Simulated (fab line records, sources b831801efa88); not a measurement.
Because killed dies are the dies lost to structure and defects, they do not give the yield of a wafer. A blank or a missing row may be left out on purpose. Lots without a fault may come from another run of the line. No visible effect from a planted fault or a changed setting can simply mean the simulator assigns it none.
Which tool was responsible? -- flow sky130 -- Sampling: 7 lots, 21 wafers, 2 of 708 route steps

## WHAT THE GAUGES READ, wafer by wafer
SKY_RES_PROTECT_TW_MEAS_08.
lot,measured,on,POLY_GATE_TW
L274,day 15 06:31,film metro-04,3993 3960 3960
L276,day 16 11:20,film metro-04,3943 3968 3963
L279,day 17 02:30,film metro-03,4013 4007 4028
L281,day 18 01:00,film metro-04,3989 3971 3975
L283,day 18 18:20,film metro-04,3986 3987 3982
L293,day 22 05:11,film metro-04,239 230 229
L296,day 23 06:48,film metro-03,4009 4018 4014

## WHAT TOOL EACH LOT RAN ON (gives the tool, then ch and the chambers of the sampled wafers, and finally the start)
lot,SKY_RES_PROTECT_DEVELOP_06
L274,"litho track-01 ch 0, day 15 06:08"
L276,"litho track-03 ch 0, day 16 10:58"
L279,"litho track-03 ch 0, day 17 02:08"
L281,"litho track-01 ch 0, day 18 00:36"
L283,"litho track-03 ch 0, day 18 17:56"
L293,"litho track-03 ch 0, day 22 04:47"
L296,"litho track-01 ch 0, day 23 06:24"
- SKY_RES_PROTECT_DEVELOP_06: develop time 60 s.

## THE ANSWER, worked out from the rows above alone
Rule: what is usual is taken from the lots themselves. Put in order of their means at a reading, lots are off if they are a third of the lots or fewer, leave a main group of 4 or more, and stand apart from it by a gap of 3 or more times the standard deviation of the main group's means; of several such gaps the widest counts. Not used: any main group whose means are identical at the precision the tables above print for the reading. Also off: a lot with no number at a reading for which 4 or more lots have one. The other lots that the step has rows for count as sound.
Off: L293, seen at SKY_RES_PROTECT_TW_MEAS_08 (POLY_GATE_TW). Mean 3987 and standard deviation 21 in the main group.
A tool fits if, at a process step before that reading, it ran every lot that is off, and no sound lot after the first of them. Gauges at SKY_RES_PROTECT_TW_MEAS_08: tried the same way as those tools. Undecided on this evidence; 2 tools fit (litho track-03 at SKY_RES_PROTECT_DEVELOP_06, film metro-04 at SKY_RES_PROTECT_TW_MEAS_08).

## WHAT THE SIMULATOR PUT IN
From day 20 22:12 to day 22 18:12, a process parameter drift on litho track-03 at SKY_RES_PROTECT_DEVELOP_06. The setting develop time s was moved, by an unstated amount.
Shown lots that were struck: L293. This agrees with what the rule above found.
